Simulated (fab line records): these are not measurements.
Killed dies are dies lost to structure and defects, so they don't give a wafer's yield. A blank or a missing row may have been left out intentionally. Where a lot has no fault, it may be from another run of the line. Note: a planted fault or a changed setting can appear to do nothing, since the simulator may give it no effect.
Problem report in the 8D (eight disciplines) form, filled by code    flow gf180mcu    the parts of the form that need people (team, actions taken, sign-off) are left out

## 1. WHAT WENT WRONG
M3_ALCU_RS at GF_M3_RS_MEAS_05 reads a mean of 0.0413 ohm/sq on 1 wafer of 1 lot; wafers without a fault read 0.0694 ohm/sq with a standard deviation of 0.00074. That puts it -38 standard deviations away from the usual mean.
The step: measures by four-point-probe.
Seen first at day 23 11:04 on film-metro-03, wafer L592.6. The record has a number at this step for 33 wafers belonging to 11 lots. The rule behind "out" and "out of limits": a value lying over 4 standard deviations away from the usual mean. The rest of the wafers with a number are treated as sound.

## 2. WHAT IT IS; WHAT IT IS NOT
question                     is                 is not
which readings at this step  M3_ALCU_RS         -
which lots                   L592               L586, L587, L589, L590, L602, L603, L604, L605, L606, L607
which wafers of those lots   L592.6             L592.2, L592.5
read on which gauges         film-metro-03      film-metro-01, film-metro-02
when                         from day 23 11:04  up to then (14 sound wafers); but 18 sound wafers of L602, L603, L604, L605, L606, L607 came after

## 3. SUSPECTS, AND WHAT RULES EACH OUT
Counting: if a tool at a process step up to the reading ran every lot that is out, it stays a suspect. Sound lots after the first of them don't rule it out here, since some wafers of a struck lot are sound.
- the gauge at GF_M3_RS_MEAS_05: ruled out. All the wafers that are out were read on film-metro-03, but those of them that GF_M3_METAL_ETCH_16 has rows for are out there too, on other tools.
- pvd-sputter-01 at GF_M3_SPUTTER_01 (material TiN, target thk 30 nm, time 25 s): kept. It ran the lot that is out, L592 (day 23 10:55); its last sound lot up to then is L590 (day 22 19:07).
- pvd-sputter-01 at GF_M3_SPUTTER_02 (material AlCu, target thk 450 nm, time 23.9 s): kept. It ran the lot that is out, L592 (day 23 10:57); its last sound lot up to then is L590 (day 22 19:08).
What counting leaves: pvd-sputter-01 at GF_M3_SPUTTER_01 and pvd-sputter-01 at GF_M3_SPUTTER_02.

## 4. THE CAUSE (what the simulator had put in)
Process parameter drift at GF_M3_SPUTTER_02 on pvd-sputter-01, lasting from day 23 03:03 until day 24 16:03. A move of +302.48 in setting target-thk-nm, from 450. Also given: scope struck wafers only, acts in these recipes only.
2 suspects survive the count, and this tool is in that group.

## 5. THE CHAIN OF EFFECTS, in route order
One row per reading whose mean, taken over the struck wafers that have a number, lies over 3 standard deviations from the usual. Readings are gone through only where the record gives a usual standard deviation; hours: the median, over the lots, of the time from a lot's start at the first step in this table giving one to that lot's start at this step; sigmas: the change measured in usual standard deviations.
hours  step                     reading               usual          on struck wafers  change   sigmas
0      GF_M3_RS_MEAS_05         M3_ALCU_RS            0.0694 ohm/sq  0.0413            -0.0281  -38
0      GF_M3_THK_MEAS_06        M3_ALCU_THK           445 nm         747               +302     +62
22     GF_M3_METAL_ETCH_16      oes-product-au        0.990 a.u.     1.014             +0.024   +3.4
22     GF_M3_METAL_ETCH_16      throttle-valve-pct    28.229 %       28.183            -0.046   -4.2
192    GF_PASSIVATION_PROBE_99  defect-limited-yield  90.5 %         0.0               -90.5    -65
192    GF_PASSIVATION_PROBE_99  killed_at_M0_to_M3    21             462               +441     +99 or more
192    GF_PASSIVATION_PROBE_99  killed-dies           47             492               +445     +64
192    GF_PASSIVATION_PROBE_99  killed-on-rim         8.8            96.0              +87.2    +32
192    GF_PASSIVATION_PROBE_99  sort_bin_3_pad_short  0.4 %          90.4              +90.0    +99 or more
192    GF_PASSIVATION_PROBE_99  sort-n-pass           445            0                 -445     -64
192    GF_PASSIVATION_PROBE_99  sort-yield-pct        90.5 %         0.0               -90.5    -65
Process steps it contains:
- GF_M3_METAL_ETCH_16: etches the open film in Cl2/BCl3, stops on SiO2, target depth 750.8 nm, time 125.1 s.
- GF_PASSIVATION_PROBE_99

## 6. WHAT WOULD HAVE CAUGHT IT SOONER
Counted from the fault's start at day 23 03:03, it took 8 hours until the first out-of-limits reading at a measuring or inspecting step in this record, taken at day 23 11:04.
Of the tool readings at GF_M3_SPUTTER_02 for which the record gives a usual standard deviation, none was out on any struck wafer, so an alarm limit of 4 standard deviations on them would not have fired.
The start of GF_M3_SPUTTER_02 on pvd-sputter-01 came by day 23 11:04 for every one of the lots that are out (1). Holding the tool at that point would not have protected any of them.
